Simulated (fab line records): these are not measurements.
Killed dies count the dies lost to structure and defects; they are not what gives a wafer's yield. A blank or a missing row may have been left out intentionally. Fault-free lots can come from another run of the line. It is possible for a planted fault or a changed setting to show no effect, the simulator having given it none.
Struck lot and sound lot, side by side :: flow sky130 :: 28 steps out of a route of 708
Sound: the wafers L838.3, L838.5, L838.6. Struck: wafer L839.3. (L839.1, L839.4 of the same lot were not struck and are left out.) The cause comes at the end.
Order at every step that has rows: each side's tool, ch and its chambers, its first start. Under that, the readings that differ: sound wafers :: struck wafers :: difference of the means :: sigmas: that difference in standard deviations of wafers without a fault.
alike: readings with means less than 2 such deviations apart, plus words and numbers identical on both sides. not compared: withheld readings, readings lacking a value on some wafer, bounds such as >300 that could conceal the same value, and numbers that have no deviation in the record and whose values overlap.
A row with sigmas, a row that says differs or no value, or rows on one side alone: a step with any of these is where the two part. Numbers that don't overlap but have no deviation are shown without sigmas and don't part them. Lack of a reading on every wafer of one side parts them only where that side has two or more wafers.

first, 5 steps without rows for these wafers: SKY_VIA4_ETCH_12 (etches SiO2 in C4F8/O2/Ar, stops on TiN, target depth 580 nm); SKY_VIA4_STRIP_13 (strips in O2/N2); SKY_VIA4_STRIP_14 (strips in post etch residue remover, time 1200 s); SKY_VIA4_CLEAN_15 (cleans in IPA, time 180 s); SKY_VIA4_CLEAN_16 (cleans in O3/DIW).
SKY_VIA4_SPUTTER_17: material TiN, target thk 20 nm, time 80 s.
  sound on pvd_sputter-03, day 45 09:20; struck on pvd_sputter-03, day 45 14:10
  alike: throttle_valve_pct
then, 1 step without rows for these wafers: SKY_VIA4_CVD_18 (deposits W, target thk 505 nm, time 152.14 s).
SKY_VIA4_RS_MEAS_19: the measuring method here is four-point-probe.
  sound on film_metro-04, day 45 09:35; struck on film_metro-04, day 45 14:32
  alike: VIA4_W_RS
SKY_VIA4_THK_MEAS_20: measures by xrf.
  sound on film_metro-04, day 45 09:41; struck on film_metro-04, day 45 14:40
  alike: VIA4_W_THK
then, 1 step without rows for these wafers: SKY_VIA4_CMP_21 (polishes, stops on SiO2, t overpolish 25 s, target thk 0 nm).
SKY_METAL5_SPUTTER_00: material Ti, target thk 15 nm, time 10 s.
  sound on pvd_sputter-01, day 45 10:01; struck on pvd_sputter-02, day 45 15:01
reading: throttle_valve_pct (%)
sound: 28.9 28.9 30.8
struck: 31.9
difference: +2.4
sigmas: +2
then, 1 step without rows for these wafers: SKY_METAL5_SPUTTER_01 (material TiN, target thk 20 nm, time 16.7 s).
SKY_METAL5_SPUTTER_02: material AlCu, target thk 1150 nm, time 61.2 s.
  sound on pvd_sputter-01, day 45 10:04; struck on pvd_sputter-02, day 45 15:04
reading: model.AlCu_of_METAL5_SPUTTER_02.thk_nm (nm)
sound: 1134 1135 1140
struck: 951.1
difference: -185.2
sigmas: 
  alike: throttle_valve_pct
then, 1 step without rows for these wafers: SKY_METAL5_SPUTTER_03 (material Ti, target thk 5 nm, time 3.3 s).
SKY_METAL5_SPUTTER_04: material TiN, target thk 70 nm, time 58.3 s.
  sound on pvd_sputter-01, day 45 10:08; struck on pvd_sputter-02, day 45 15:08
  alike: throttle_valve_pct
SKY_METAL5_RS_MEAS_05: the measuring method here is four-point-probe.
  sound on film_metro-04, day 45 10:14; struck on film_metro-03, day 45 15:11
reading: METAL5_ALCU_RS (ohm/sq)
sound: 0.0274 0.0274 0.0273
struck: 0.0328
difference: +0.0054
sigmas: +16
SKY_METAL5_THK_MEAS_06: measures by xrf.
  sound on film_metro-04, day 45 10:20; struck on film_metro-03, day 45 15:18
reading: METAL5_ALCU_THK (nm)
sound: 1116 1112 1116
struck: 934
difference: -181
sigmas: -11
then, 7 steps without rows for these wafers: SKY_METAL5_DEHYDRATE_07 (time 60 s); SKY_METAL5_HMDS_08 (prime time 60 s); SKY_METAL5_COAT_09 (resist thk 1800 nm); SKY_METAL5_SOFTBAKE_10 (time 60 s); SKY_METAL5_EXPOSE_11 (exposes mask MM5, target cd 1600 nm); SKY_METAL5_PEB_12; SKY_METAL5_DEVELOP_13 (develop time 60 s).
SKY_METAL5_DESCUM_14: chemistry O2, time 11 s.
  sound on rie_metal-04 ch 0,1, day 46 06:47; struck on rie_metal-02 ch 0, day 46 11:04
  alike: drypump_motor_current_A, oes_product_au
  not compared: rf_hours_counter_h
SKY_METAL5_METAL_ETCH_15: etches the open film in Cl2/BCl3, stops on SiO2, target depth 1260 nm, time 252 s.
  sound on rie_metal-04 ch 0,1, day 46 06:53; struck on rie_metal-02 ch 0, day 46 11:06
reading: oes_product_au (a.u.)
sound: 0.895 0.893 0.888
struck: 0.819
difference: -0.073
sigmas: -14
  alike: drypump_motor_current_A, throttle_valve_pct
  not compared: rf_hours_counter_h
SKY_METAL5_STRIP_16: strips in O2/N2.
  sound on plasma_asher-01 ch 0,1, day 46 07:04; struck on plasma_asher-01 ch 0, day 46 11:20
  alike: drypump_motor_current_A, oes_product_au, strip_time_to_endpoint_s
  not compared: rf_hours_counter_h
SKY_PAD_OPEN_PROBE_99:
  sound on prober-02, day 48 01:55; struck on prober-01, day 48 06:38
reading: sort_bin_6_memory (%)
sound: 4.7 4.9 4.5
struck: 7.3
difference: +2.6
sigmas: +3

reading: model.etest.met5.rs_ohm_sq
sound: 0.02763 0.02773 0.02712
struck: 0.03318
difference: +0.00569
sigmas: 

reading: model.etest.met5.line_ohm_um
sound: 0.01726 0.01732 0.01702
struck: 0.02076
difference: +0.00356
sigmas: 
  alike: defect_limited_yield, killed_at_M0_to_M3, killed_at_M4_up, killed_at_contacts, killed_at_front_end, killed_at_other, killed_dies, killed_open, killed_short, sort_bin_3_pad_short, sort_bin_5_function, sort_n_pass, sort_yield_pct

## WHERE THEY PART
Last at SKY_PAD_OPEN_PROBE_99 as far as this record goes, first at SKY_METAL5_SPUTTER_00.

WHY: what the simulator had put in
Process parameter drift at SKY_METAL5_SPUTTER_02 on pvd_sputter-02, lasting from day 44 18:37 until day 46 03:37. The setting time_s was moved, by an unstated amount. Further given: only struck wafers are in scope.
